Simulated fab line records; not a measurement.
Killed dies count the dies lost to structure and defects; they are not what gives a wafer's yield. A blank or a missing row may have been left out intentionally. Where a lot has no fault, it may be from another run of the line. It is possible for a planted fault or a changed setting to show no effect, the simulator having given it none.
Which tool is to blame? :: flow gf180mcu :: 33 wafers from 11 lots sampled at 4 of the route's 602 steps

WHAT THE GAUGES READ, wafer by wafer
GF_M1_RS_MEAS_05: uses a four-point probe to measure.
lot: L158
measured: day 16 19:42
on: filmMetro-03
M1_ALCU_RS (ohm/sq): 0.0696 0.0697 0.0695

lot: L160
measured: day 16 17:17
on: filmMetro-03
M1_ALCU_RS (ohm/sq): 0.0688 0.0675 0.0686

lot: L164
measured: day 18 00:07
on: filmMetro-01
M1_ALCU_RS (ohm/sq): 0.0707 0.0708 0.0703

lot: L165
measured: day 18 03:35
on: filmMetro-03
M1_ALCU_RS (ohm/sq): 0.0694 0.0701 0.0692

lot: L166
measured: day 18 17:40
on: filmMetro-04
M1_ALCU_RS (ohm/sq): 0.0696 0.0693 0.0696

lot: L169
measured: day 19 16:46
on: filmMetro-01
M1_ALCU_RS (ohm/sq): 0.0680 0.0681 0.0686

lot: L172
measured: day 21 03:13
on: filmMetro-04
M1_ALCU_RS (ohm/sq): 0.0781 0.0693 0.0686

lot: L175
measured: day 22 01:49
on: filmMetro-04
M1_ALCU_RS (ohm/sq): 0.0695 0.0775 0.0689

lot: L177
measured: day 22 18:48
on: filmMetro-01
M1_ALCU_RS (ohm/sq): 0.0712 0.0701 0.0702

lot: L179
measured: day 23 10:47
on: filmMetro-01
M1_ALCU_RS (ohm/sq): 0.0692 0.0697 0.0690

lot: L180
measured: day 23 16:36
on: filmMetro-04
M1_ALCU_RS (ohm/sq): 0.0700 0.0686 0.0691

WHICH TOOL RAN EACH LOT (tool, then ch and the chambers of the sampled wafers, then the start)
lot: L158
GF_VT_IMPLANT_STRIP_31: plasmaAsher-04 ch 0,1, day 7 12:17
GF_M1_SPUTTER_02: pvdSputter-01, day 16 19:37
GF_M1_SPUTTER_03: pvdSputter-01, day 16 19:38

lot: L160
GF_VT_IMPLANT_STRIP_31: plasmaAsher-03 ch 0,1, day 7 13:04
GF_M1_SPUTTER_02: pvdSputter-04, day 16 17:12
GF_M1_SPUTTER_03: pvdSputter-04, day 16 17:14

lot: L164
GF_VT_IMPLANT_STRIP_31: plasmaAsher-04 ch 0,1, day 8 07:34
GF_M1_SPUTTER_02: pvdSputter-01, day 18 00:01
GF_M1_SPUTTER_03: pvdSputter-01, day 18 00:03

lot: L165
GF_VT_IMPLANT_STRIP_31: plasmaAsher-02 ch 0,1, day 8 13:16
GF_M1_SPUTTER_02: pvdSputter-01, day 18 03:30
GF_M1_SPUTTER_03: pvdSputter-01, day 18 03:32

lot: L166
GF_VT_IMPLANT_STRIP_31: plasmaAsher-03 ch 0,1, day 8 19:41
GF_M1_SPUTTER_02: pvdSputter-01, day 18 17:35
GF_M1_SPUTTER_03: pvdSputter-01, day 18 17:37

lot: L169
GF_VT_IMPLANT_STRIP_31: plasmaAsher-03 ch 0,1, day 9 14:34
GF_M1_SPUTTER_02: pvdSputter-04, day 19 16:37
GF_M1_SPUTTER_03: pvdSputter-04, day 19 16:38

lot: L172
GF_VT_IMPLANT_STRIP_31: plasmaAsher-04 ch 0,1, day 10 10:10
GF_M1_SPUTTER_02: pvdSputter-01, day 21 03:07
GF_M1_SPUTTER_03: pvdSputter-01, day 21 03:08

lot: L175
GF_VT_IMPLANT_STRIP_31: plasmaAsher-04 ch 0,1, day 11 03:32
GF_M1_SPUTTER_02: pvdSputter-01, day 22 01:44
GF_M1_SPUTTER_03: pvdSputter-01, day 22 01:46

lot: L177
GF_VT_IMPLANT_STRIP_31: plasmaAsher-04 ch 0,1, day 11 21:34
GF_M1_SPUTTER_02: pvdSputter-03, day 22 18:43
GF_M1_SPUTTER_03: pvdSputter-03, day 22 18:44

lot: L179
GF_VT_IMPLANT_STRIP_31: plasmaAsher-02 ch 0,1, day 12 09:01
GF_M1_SPUTTER_02: pvdSputter-03, day 23 10:40
GF_M1_SPUTTER_03: pvdSputter-03, day 23 10:41

lot: L180
GF_VT_IMPLANT_STRIP_31: plasmaAsher-02 ch 0,1, day 12 14:25
GF_M1_SPUTTER_02: pvdSputter-03, day 23 16:28
GF_M1_SPUTTER_03: pvdSputter-03, day 23 16:30
- GF_VT_IMPLANT_STRIP_31: strips in O2/N2.
- GF_M1_SPUTTER_02: material AlCu, target thk 450 nm, time 23.9 s.
- GF_M1_SPUTTER_03: material Ti, target thk 10 nm, time 6.7 s.

THE ANSWER, worked out from the rows above alone
Rule: the usual values come from the lots themselves. The widest of any qualifying gaps counts: lots, ordered by their means at a reading, are off when they make up no more than a third of the lots, leave a main group of 4 or more, and stand apart from it by 3 or more times the standard deviation of that group's means. A main group is skipped when, at the precision printed for the reading in the tables above, its means are all equal. Also off: a lot with no number at a reading for which 4 or more lots have one. The other lots that the step has rows for count as sound.
No lot is off on any of the readings shown, so nothing can be concluded from this.

WHAT HAD BEEN PUT IN BY THE SIMULATOR
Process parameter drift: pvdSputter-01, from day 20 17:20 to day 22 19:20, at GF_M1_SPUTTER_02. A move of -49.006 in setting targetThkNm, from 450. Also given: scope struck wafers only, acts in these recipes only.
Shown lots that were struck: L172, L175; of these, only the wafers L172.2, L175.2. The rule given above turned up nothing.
